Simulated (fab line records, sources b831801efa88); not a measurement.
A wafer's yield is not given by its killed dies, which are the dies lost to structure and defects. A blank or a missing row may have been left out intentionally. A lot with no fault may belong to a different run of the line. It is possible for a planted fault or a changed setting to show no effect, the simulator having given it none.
fab line records | flow gf180mcu
[record] lots = 14 | wafers = 42 | last-day = 34
route steps=602 shown DNWELL@40 MVPSD@80 VT_IMPLANT@132
lots that met no fault: taken from a fault-free run of the same line
start-h: hours from the record's first day to the start of the lot's first wafer shown | wait-h: hours elapsed since this lot's preceding step | " same as the row above | L1.1+2: a row that stands for several wafers | - no value present, or no start provided | * or withheld: withheld | < > ~ a bound
route shown NAME@n: names a module that has steps shown in the file, with the first one's number in the route | usual: the fault-free wafers' mean and standard deviation | same: alike in all rows | chamber/n: place in a boat | sites: each site's reading | _std_site: the standard deviation of these | _edge_site: outer sites' mean less inner sites' | radius-mm: how far each site lies from the wafer's centre | mask NAME#n: copy n | behind: the tool/chamber that last shaped the wafer | hold: why the lot was held/for how many hours/how that ended | device: the n, p or np transistor that did not switch | end of line: at the end of the route, the tests of the same wafers | for a step that has no rows: nothing shown but its recipe | killed: dies that structure and defects cost at the first sort, which is not the same as the wafer's yield | map: shows each die of a wafer: x if killed, . if not, _ if none is there
set.NAME: the setting the step ran with; set.NAME@STEP: the setting that earlier step ran with | model.NAME: the simulator's own value behind a step, which no gauge read
a sample of lots followed through the steps of the route, with each step as a table and each wafer as a row
services: a tool's chamber out of use, with start hour (start-h, from the record's first day; less than 0 if before it), hours out, and reason
[[steps]]
[step GF_DNWELL_STRIP_08]
[recipe] chemistry = O2/N2 | power-w = 1400 | pressure-mtorr = 1500 | platen-temp-c = 250 | o2-flow-sccm = 3000 | n2-flow-sccm = 300 | overash-fraction = 0.5
[usual] drypump-motor-current-A = 5.8/0.53 | heater-power-w = 355/26 | oes-product-au = 0.722/0.0039 | strip-time-to-endpoint-s = 36.94/0.081
lot.wafer | tool            | chamber | start-h | wait-h | drypump-motor-current-A | heater-power-w | oes-product-au | rf-hours-counter-h | strip-time-to-endpoint-s
L469.2    | plasma-asher-02 | 0       | 42.20   | 0.1    | 6.8                     | 356            | 0.722          | 39                 | 36.91
L469.3    | "               | 0       | "       | "      | 6.8                     | 350            | 0.727          | -                  | 36.95
L469.4    | "               | 1       | "       | "      | 5.6                     | 325            | 0.722          | -                  | 36.99
L470.2    | plasma-asher-02 | 0       | 47.75   | 0.1    | 6.9                     | 365            | 0.727          | 40                 | 36.80
L470.3    | "               | 1       | "       | "      | 5.6                     | 327            | 0.719          | -                  | 36.84
L470.6    | "               | 0       | "       | "      | 6.8                     | 364            | 0.721          | -                  | 36.82
L471.2    | plasma-asher-02 | 1       | 54.09   | 0.1    | 5.6                     | 333            | 0.725          | 40                 | 37.08
L471.4    | "               | 0       | "       | "      | 6.8                     | 367            | 0.724          | -                  | 37.07
L471.5    | "               | 0       | "       | "      | 6.8                     | 356            | 0.725          | -                  | 36.99
L472.1    | plasma-asher-03 | 0       | 57.45   | 0.1    | 6.2                     | 372            | 0.722          | 41                 | 36.95
L472.2    | "               | 1       | "       | "      | 5.3                     | 378            | 0.722          | 41                 | 36.94
L472.6    | "               | 1       | "       | "      | 5.3                     | 368            | 0.724          | -                  | 36.95
L473.4    | plasma-asher-02 | 1       | 63.28   | 0.1    | 5.6                     | 336            | 0.725          | -                  | 36.91
L473.5    | "               | 1       | "       | "      | 5.6                     | 335            | 0.721          | -                  | 36.96
L473.6    | "               | 0       | "       | "      | 6.9                     | 361            | 0.724          | -                  | 36.96
L475.3    | plasma-asher-01 | 0       | 74.62   | 0.1    | 5.3                     | 309            | 0.722          | -                  | 36.96
L475.4    | "               | 1       | "       | "      | 5.7                     | 389            | 0.729          | -                  | 36.86
L475.6    | "               | 1       | "       | "      | 5.8                     | 388            | 0.729          | -                  | 36.83
L476.3    | plasma-asher-01 | 1       | 80.54   | 0.1    | 5.7                     | 379            | 0.716          | -                  | 37.05
L476.5    | "               | 0       | "       | "      | 5.3                     | 306            | 0.716          | -                  | 36.98
L476.6    | "               | 1       | "       | "      | 5.7                     | 379            | 0.729          | -                  | 37.08
L478.3    | plasma-asher-02 | 1       | 92.74   | 0.1    | 5.6                     | 335            | 0.718          | -                  | 36.87
L478.4    | "               | 0       | "       | "      | 6.8                     | 353            | 0.717          | -                  | 36.86
L478.5    | "               | 1       | "       | "      | 5.6                     | 344            | 0.724          | -                  | 36.95
L481.1    | plasma-asher-03 | 0       | 109.90  | 0.1    | 6.2                     | 384            | 0.725          | 47                 | 37.10
L481.4    | "               | 0       | "       | "      | 6.2                     | 369            | 0.721          | -                  | 36.88
L481.6    | "               | 0       | "       | "      | 6.2                     | 390            | 0.725          | -                  | 36.90
L484.3    | plasma-asher-01 | 0       | 122.43  | 0.1    | 5.3                     | 307            | 0.724          | -                  | 36.93
L484.4    | "               | 1       | "       | "      | 5.8                     | 376            | 0.718          | -                  | 36.98
L484.5    | "               | 1       | "       | "      | 5.8                     | 393            | 0.728          | -                  | 36.99
L485.1    | plasma-asher-01 | 0       | 128.49  | 0.1    | 5.3                     | 310            | 0.719          | 47                 | 36.92
L485.3    | "               | 1       | "       | "      | 5.8                     | 380            | 0.721          | -                  | 36.86
L485.4    | "               | 0       | "       | "      | 5.3                     | 302            | 0.721          | -                  | 37.06
L489.4    | plasma-asher-01 | 0       | 151.59  | 0.1    | 5.3                     | 306            | 0.722          | -                  | 37.03
L489.5    | "               | 1       | "       | "      | 5.7                     | 384            | 0.722          | -                  | 37.01
L489.6    | "               | 0       | "       | "      | 5.3                     | 310            | 0.724          | -                  | 36.86
L491.1    | plasma-asher-02 | 1       | 158.35  | 0.1    | 5.7                     | 336            | 0.723          | 4                  | 37.02
L491.3    | "               | 1       | "       | "      | 5.6                     | 342            | 0.719          | -                  | 37.00
L491.6    | "               | 0       | "       | "      | 6.8                     | 346            | 0.723          | -                  | 36.94
L492.3    | plasma-asher-02 | 1       | 164.04  | 0.1    | 5.6                     | 333            | 0.721          | -                  | 36.86
L492.4    | "               | 0       | "       | "      | 6.8                     | 350            | 0.721          | -                  | 37.04
L492.5    | "               | 0       | "       | "      | 6.9                     | 336            | 0.713          | -                  | 36.89
[step GF_MVPSD_COAT_02]
[recipe] spin-rpm = 2000 | resist-thk-nm = 3000
lot.wafer  | tool           | chamber | start-h | wait-h
L469.2+3+4 | litho-track-02 | 0       | 89.86   | 0.1
L470.2+3+6 | litho-track-02 | 0       | 96.21   | 0.1
L471.2+4+5 | litho-track-03 | 0       | 104.17  | 0.1
L472.1+2+6 | litho-track-03 | 0       | 106.60  | 0.1
L473.4+5+6 | litho-track-03 | 0       | 113.02  | 0.1
L475.3+4+6 | litho-track-03 | 0       | 125.60  | 0.1
L476.3+5+6 | litho-track-02 | 0       | 131.04  | 0.1
L478.3+4+5 | litho-track-03 | 0       | 144.30  | 0.1
L481.1+4+6 | litho-track-04 | 0       | 163.15  | 0.1
L484.3+4+5 | litho-track-04 | 0       | 178.00  | 0.1
L485.1+3+4 | litho-track-02 | 0       | 184.04  | 0.1
L489.4+5+6 | litho-track-02 | 0       | 209.61  | 0.1
L491.1+3+6 | litho-track-03 | 0       | 218.09  | 0.1
L492.3+4+5 | litho-track-03 | 0       | 224.09  | 0.1
[step GF_MVPSD_STRIP_10]
[recipe] chemistry = O2/N2 | power-w = 1400 | pressure-mtorr = 1500 | platen-temp-c = 250 | o2-flow-sccm = 3000 | n2-flow-sccm = 300 | overash-fraction = 0.5
[usual] drypump-motor-current-A = 5.7/0.47 | heater-power-w = 350/30 | oes-product-au = 0.722/0.0046 | strip-time-to-endpoint-s = 36.99/0.09
lot.wafer | tool            | chamber | start-h | wait-h | drypump-motor-current-A | heater-power-w | oes-product-au | rf-hours-counter-h | strip-time-to-endpoint-s
L469.2    | plasma-asher-01 | 0       | 97.26   | 0.1    | 5.3                     | 315            | 0.722          | 43                 | 37.03
L469.3    | "               | 0       | "       | "      | 5.3                     | 313            | 0.725          | -                  | 36.94
L469.4    | "               | 1       | "       | "      | 5.8                     | 375            | 0.722          | -                  | 37.13
L470.2    | plasma-asher-03 | 1       | 103.87  | 0.1    | 5.4                     | 362            | 0.731          | 47                 | 36.92
L470.3    | "               | 1       | "       | "      | 5.4                     | 361            | 0.720          | -                  | 37.09
L470.6    | "               | 1       | "       | "      | 5.4                     | 368            | 0.721          | -                  | 37.01
L471.2    | plasma-asher-01 | 0       | 111.89  | 0.1    | 5.3                     | 307            | 0.728          | 45                 | 36.84
L471.4    | "               | 0       | "       | "      | 5.3                     | 315            | 0.728          | -                  | 36.89
L471.5    | "               | 0       | "       | "      | 5.3                     | 305            | 0.727          | -                  | 36.86
L472.1    | plasma-asher-03 | 1       | 113.97  | 0.1    | 5.3                     | 373            | 0.720          | 48                 | 36.92
L472.2    | "               | 0       | "       | "      | 6.2                     | 372            | 0.719          | 48                 | 36.92
L472.6    | "               | 1       | "       | "      | 5.3                     | 356            | 0.721          | -                  | 37.02
L473.4    | plasma-asher-01 | 0       | 121.02  | 0.1    | 5.3                     | 315            | 0.724          | -                  | 36.89
L473.5    | "               | 0       | "       | "      | 5.3                     | 315            | 0.720          | -                  | 36.90
L473.6    | "               | 1       | "       | "      | 5.7                     | 384            | 0.728          | -                  | 36.80
L475.3    | plasma-asher-01 | 0       | 133.31  | 0.1    | 5.3                     | 304            | 0.717          | -                  | 18.86
L475.4    | "               | 1       | "       | "      | 5.8                     | 380            | 0.719          | -                  | 18.85
L475.6    | "               | 0       | "       | "      | 5.3                     | 316            | 0.717          | -                  | 18.82
L476.3    | plasma-asher-01 | 0       | 139.06  | 0.1    | 5.3                     | 308            | 0.722          | -                  | 37.01
L476.5    | "               | 1       | "       | "      | 5.8                     | 377            | 0.723          | -                  | 37.07
L476.6    | "               | 0       | "       | "      | 5.3                     | 308            | 0.722          | -                  | 37.00
L478.3    | plasma-asher-01 | 1       | 152.31  | 0.1    | 5.8                     | 381            | 0.718          | -                  | 18.79
L478.4    | "               | 0       | "       | "      | 5.3                     | 309            | 0.711          | -                  | 18.81
L478.5    | "               | 1       | "       | "      | 5.7                     | 373            | 0.722          | -                  | 18.77
L481.1    | plasma-asher-02 | 1       | 171.93  | 0.1    | 5.7                     | 337            | 0.716          | 6                  | 36.90
L481.4    | "               | 0       | "       | "      | 6.8                     | 337            | 0.715          | -                  | 36.83
L481.6    | "               | 1       | "       | "      | 5.7                     | 332            | 0.720          | -                  | 36.98
L484.3    | plasma-asher-01 | 1       | 186.05  | 0.1    | 5.8                     | 384            | 0.718          | -                  | 37.16
L484.4    | "               | 0       | "       | "      | 5.3                     | 308            | 0.720          | -                  | 37.07
L484.5    | "               | 1       | "       | "      | 5.8                     | 379            | 0.718          | -                  | 37.09
L485.1    | plasma-asher-01 | 1       | 193.49  | 0.1    | 5.8                     | 380            | 0.716          | 52                 | 36.89
L485.3    | "               | 0       | "       | "      | 5.3                     | 312            | 0.719          | -                  | 36.91
L485.4    | "               | 1       | "       | "      | 5.7                     | 379            | 0.712          | -                  | 36.83
L489.4    | plasma-asher-02 | 1       | 219.42  | 0.1    | 5.7                     | 339            | 0.728          | -                  | 37.06
L489.5    | "               | 0       | "       | "      | 6.8                     | 342            | 0.728          | -                  | 36.97
L489.6    | "               | 1       | "       | "      | 5.7                     | 335            | 0.720          | -                  | 36.99
L491.1    | plasma-asher-02 | 1       | 227.19  | 0.1    | 5.6                     | 341            | 0.723          | 12                 | 37.17
L491.3    | "               | 0       | "       | "      | 6.8                     | 337            | 0.727          | -                  | 37.13
L491.6    | "               | 1       | "       | "      | 5.6                     | 339            | 0.732          | -                  | 37.13
L492.3    | plasma-asher-01 | 0       | 234.40  | 0.1    | 5.3                     | 314            | 0.719          | -                  | 37.02
L492.4    | "               | 1       | "       | "      | 5.7                     | 384            | 0.719          | -                  | 37.04
L492.5    | "               | 0       | "       | "      | 5.3                     | 307            | 0.729          | -                  | 36.90
[step GF_VT_IMPLANT_STRIP_42]
[recipe] chemistry = O2/N2 | power-w = 1400 | pressure-mtorr = 1500 | platen-temp-c = 250 | o2-flow-sccm = 3000 | n2-flow-sccm = 300 | overash-fraction = 0.5
[usual] drypump-motor-current-A = 5.8/0.46 | heater-power-w = 379/30 | oes-product-au = 0.716/0.0049 | strip-time-to-endpoint-s = 12.62/0.036
lot.wafer | tool            | chamber | start-h | wait-h | drypump-motor-current-A | heater-power-w | oes-product-au | rf-hours-counter-h | strip-time-to-endpoint-s
L469.2    | plasma-asher-03 | 0       | 156.49  | 0.1    | 6.2                     | 375            | 0.709          | 53                 | 12.65
L469.3    | "               | 1       | "       | "      | 5.3                     | 368            | 0.720          | -                  | 12.65
L469.4    | "               | 0       | "       | "      | 6.2                     | 382            | 0.719          | -                  | 12.66
L470.2    | plasma-asher-02 | 0       | 163.68  | 0.1    | 6.8                     | 331            | 0.709          | 5                  | 12.62
L470.3    | "               | 1       | "       | "      | 5.6                     | 329            | 0.717          | -                  | 12.60
L470.6    | "               | 1       | "       | "      | 5.6                     | 337            | 0.718          | -                  | 12.61
L471.2    | plasma-asher-04 | 1       | 173.33  | 0.1    | 5.6                     | 423            | 0.712          | 37                 | 12.62
L471.4    | "               | 1       | "       | "      | 5.6                     | 413            | 0.721          | -                  | 12.61
L471.5    | "               | 0       | "       | "      | 5.7                     | 394            | 0.721          | -                  | 12.64
L472.1    | plasma-asher-03 | 1       | 177.09  | 0.1    | 5.3                     | 364            | 0.716          | 56                 | 12.66
L472.2    | "               | 0       | "       | "      | 6.3                     | 381            | 0.722          | 56                 | 12.68
L472.6    | "               | 0       | "       | "      | 6.3                     | 380            | 0.715          | -                  | 12.61
L473.4    | plasma-asher-04 | 0       | 184.16  | 0.1    | 5.7                     | 399            | 0.716          | -                  | 12.65
L473.5    | "               | 0       | "       | "      | 5.7                     | 391            | 0.723          | -                  | 12.68
L473.6    | "               | 1       | "       | "      | 5.6                     | 421            | 0.713          | -                  | 12.69
L475.3    | plasma-asher-03 | 1       | 197.97  | 0.1    | 5.3                     | 365            | 0.715          | -                  | 12.66
L475.4    | "               | 0       | "       | "      | 6.2                     | 377            | 0.712          | -                  | 12.63
L475.6    | "               | 1       | "       | "      | 5.3                     | 372            | 0.718          | -                  | 12.61
L476.3    | plasma-asher-02 | 0       | 204.36  | 0.1    | 6.8                     | 337            | 0.713          | -                  | 12.64
L476.5    | "               | 0       | "       | "      | 6.8                     | 342            | 0.725          | -                  | 12.58
L476.6    | "               | 1       | "       | "      | 5.7                     | 329            | 0.716          | -                  | 12.66
L478.3    | plasma-asher-03 | 0       | 218.77  | 0.1    | 6.2                     | 373            | 0.705          | -                  | 12.64
L478.4    | "               | 1       | "       | "      | 5.4                     | 368            | 0.721          | -                  | 12.66
L478.5    | "               | 0       | "       | "      | 6.2                     | 379            | 0.712          | -                  | 12.65
L481.1    | plasma-asher-04 | 1       | 241.79  | 0.1    | 5.6                     | 409            | 0.723          | 42                 | 12.57
L481.4    | "               | 1       | "       | "      | 5.6                     | 420            | 0.721          | -                  | 12.58
L481.6    | "               | 0       | "       | "      | 5.6                     | 395            | 0.727          | -                  | 12.57
L484.3    | plasma-asher-04 | 1       | 260.01  | 0.1    | 5.5                     | 418            | 0.715          | -                  | 12.59
L484.4    | "               | 0       | "       | "      | 5.7                     | 394            | 0.714          | -                  | 12.59
L484.5    | "               | 0       | "       | "      | 5.7                     | 397            | 0.712          | -                  | 12.61
L485.1    | plasma-asher-04 | 1       | 267.23  | 0.1    | 5.6                     | 421            | 0.706          | 45                 | 12.61
L485.3    | "               | 0       | "       | "      | 5.7                     | 400            | 0.717          | -                  | 12.60
L485.4    | "               | 1       | "       | "      | 5.6                     | 422            | 0.718          | -                  | 12.61
L489.4    | plasma-asher-04 | 0       | 296.31  | 0.1    | 5.7                     | 391            | 0.722          | -                  | 12.54
L489.5    | "               | 0       | "       | "      | 5.7                     | 391            | 0.711          | -                  | 12.59
L489.6    | "               | 1       | "       | "      | 5.5                     | 406            | 0.706          | -                  | 12.56
L491.1    | plasma-asher-03 | 0       | 304.69  | 0.1    | 6.2                     | 375            | 0.707          | 71                 | 12.60
L491.3    | "               | 0       | "       | "      | 6.2                     | 368            | 0.717          | -                  | 12.58
L491.6    | "               | 0       | "       | "      | 6.3                     | 385            | 0.709          | -                  | 12.57
L492.3    | plasma-asher-02 | 1       | 313.37  | 0.1    | 5.6                     | 321            | 0.708          | -                  | 12.64
L492.4    | "               | 0       | "       | "      | 6.8                     | 335            | 0.713          | -                  | 12.66
L492.5    | "               | 0       | "       | "      | 6.8                     | 332            | 0.717          | -                  | 12.62
[step GF_VT_IMPLANT_RTA_45]
[recipe] temp-c = 1050 | time-s = 30 | ambient = N2
[usual] lamp-power-pct = 31.4/2.2 | wafer_temp_C_max = 1056.6/1.7
lot.wafer | tool          | chamber | start-h | wait-h | lamp-power-pct | wafer_temp_C_max
L469.2    | rtp-anneal-02 | 0       | 156.72  | 0.0    | 29.0           | 1060.6
L469.3    | "             | 0       | "       | "      | 29.0           | 1055.4
L469.4    | "             | 0       | "       | "      | 29.0           | 1058.6
L470.2    | rtp-anneal-02 | 0       | 163.91  | 0.0    | 29.0           | 1058.4
L470.3    | "             | 0       | "       | "      | 29.0           | 1060.2
L470.6    | "             | 0       | "       | "      | 29.0           | 1058.4
L471.2    | rtp-anneal-01 | 0       | 173.56  | 0.0    | 33.4           | 1054.6
L471.4    | "             | 0       | "       | "      | 33.4           | 1055.3
L471.5    | "             | 0       | "       | "      | 33.4           | 1054.8
L472.1    | rtp-anneal-01 | 0       | 177.30  | 0.0    | 33.3           | 1055.3
L472.2    | "             | 0       | "       | "      | 33.4           | 1056.4
L472.6    | "             | 0       | "       | "      | 33.4           | 1054.3
L473.4    | rtp-anneal-02 | 0       | 184.40  | 0.1    | 29.0           | 1057.0
L473.5    | "             | 0       | "       | "      | 29.0           | 1057.7
L473.6    | "             | 0       | "       | "      | 29.0           | 1058.2
L475.3    | rtp-anneal-01 | 0       | 198.18  | 0.0    | 33.4           | 1058.2
L475.4    | "             | 0       | "       | "      | 33.4           | 1055.8
L475.6    | "             | 0       | "       | "      | 33.4           | 1054.9
L476.3    | rtp-anneal-01 | 0       | 204.57  | 0.0    | 33.4           | 1054.4
L476.5    | "             | 0       | "       | "      | 33.4           | 1055.5
L476.6    | "             | 0       | "       | "      | 33.3           | 1055.3
L478.3    | rtp-anneal-01 | 0       | 218.98  | 0.0    | 33.4           | 1057.0
L478.4    | "             | 0       | "       | "      | 33.4           | 1055.5
L478.5    | "             | 0       | "       | "      | 33.5           | 1054.6
L481.1    | rtp-anneal-02 | 0       | 242.00  | 0.0    | 29.0           | 1057.3
L481.4    | "             | 0       | "       | "      | 29.0           | 1058.8
L481.6    | "             | 0       | "       | "      | 29.0           | 1056.3
L484.3    | rtp-anneal-01 | 0       | 260.22  | 0.0    | 33.4           | 1053.7
L484.4    | "             | 0       | "       | "      | 33.4           | 1056.6
L484.5    | "             | 0       | "       | "      | 33.4           | 1054.8
L485.1    | rtp-anneal-01 | 0       | 267.44  | 0.0    | 33.4           | 1056.1
L485.3    | "             | 0       | "       | "      | 33.4           | 1054.3
L485.4    | "             | 0       | "       | "      | 33.4           | 1054.2
L489.4    | rtp-anneal-01 | 0       | 296.54  | 0.1    | 33.4           | 1055.6
L489.5    | "             | 0       | "       | "      | 33.4           | 1055.0
L489.6    | "             | 0       | "       | "      | 33.4           | 1054.0
L491.1    | rtp-anneal-02 | 0       | 304.90  | 0.0    | 29.0           | 1058.2
L491.3    | "             | 0       | "       | "      | 29.0           | 1057.0
L491.6    | "             | 0       | "       | "      | 29.0           | 1059.4
L492.3    | rtp-anneal-01 | 0       | 313.58  | 0.0    | 33.4           | 1056.2
L492.4    | "             | 0       | "       | "      | 33.4           | 1054.1
L492.5    | "             | 0       | "       | "      | 33.5           | 1057.4
[[services]]
tool            | chamber | start-h | hours | kind
rtp-anneal-01   | -       | 48.89   | 4.9   | pm
plasma-asher-02 | -       | 75.35   | 14.2  | repair
plasma-asher-01 | -       | 76.20   | 1.1   | repair
plasma-asher-04 | -       | 88.81   | 1.2   | repair
plasma-asher-02 | -       | 108.75  | 9.0   | pm
plasma-asher-02 | 0       | 108.75  | 9.0   | vent-cycle
plasma-asher-02 | 1       | 108.75  | 9.0   | vent-cycle
plasma-asher-02 | 0       | 117.75  | -     | clean
plasma-asher-02 | 1       | 117.75  | -     | clean
rtp-anneal-02   | -       | 121.64  | 6.2   | pm
plasma-asher-01 | -       | 148.65  | 1.4   | repair
plasma-asher-01 | -       | 163.07  | 14.6  | pm
plasma-asher-04 | -       | 205.41  | 1.7   | repair
plasma-asher-02 | -       | 221.07  | 2.8   | pm
plasma-asher-02 | -       | 254.07  | 18.4  | pm
rtp-anneal-01   | -       | 269.82  | 0.9   | pm
plasma-asher-01 | -       | 280.55  | 3.8   | repair
plasma-asher-02 | -       | 295.26  | 9.8   | repair
[[key]]
[first-sign] step = GF_MVPSD_STRIP_10 | reading = strip-time-to-endpoint-s | direction = down | sigmas = 99+ | usual = * | struck = *
effect none on later readings
met-at GF_MVPSD_COAT_02
struck-lots L475,L478
sort-left-out L475.3,L475.4,L475.6,L478.3,L478.4,L478.5
tester-left-out L475,L478
not-acting-at GF_DNWELL_STRIP_08,GF_VT_IMPLANT_STRIP_42,GF_VT_IMPLANT_RTA_45
onset-between 113.02 125.60
[fault] kind = process-parameter-drift | tool = litho-track-03 | chamber = - | onset-h = 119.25 | steps = GF_MVPSD_COAT_02 | channel = resist-thk-nm | offset = * | shape = step | end-h = 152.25 | acts-in = * | stated = *
// tester-left-out: of these lots the tester's yield and bins aren't shown, on N5 and GAA mostly nor the transistor test; their killed dies are dies lost to structure and defects alone, not to doping, threshold or leakage, so they don't give the yield
// sort-left-out: the simulated sort isn't trusted on such a fault, so these wafers' sort isn't shown, and their yield isn't known
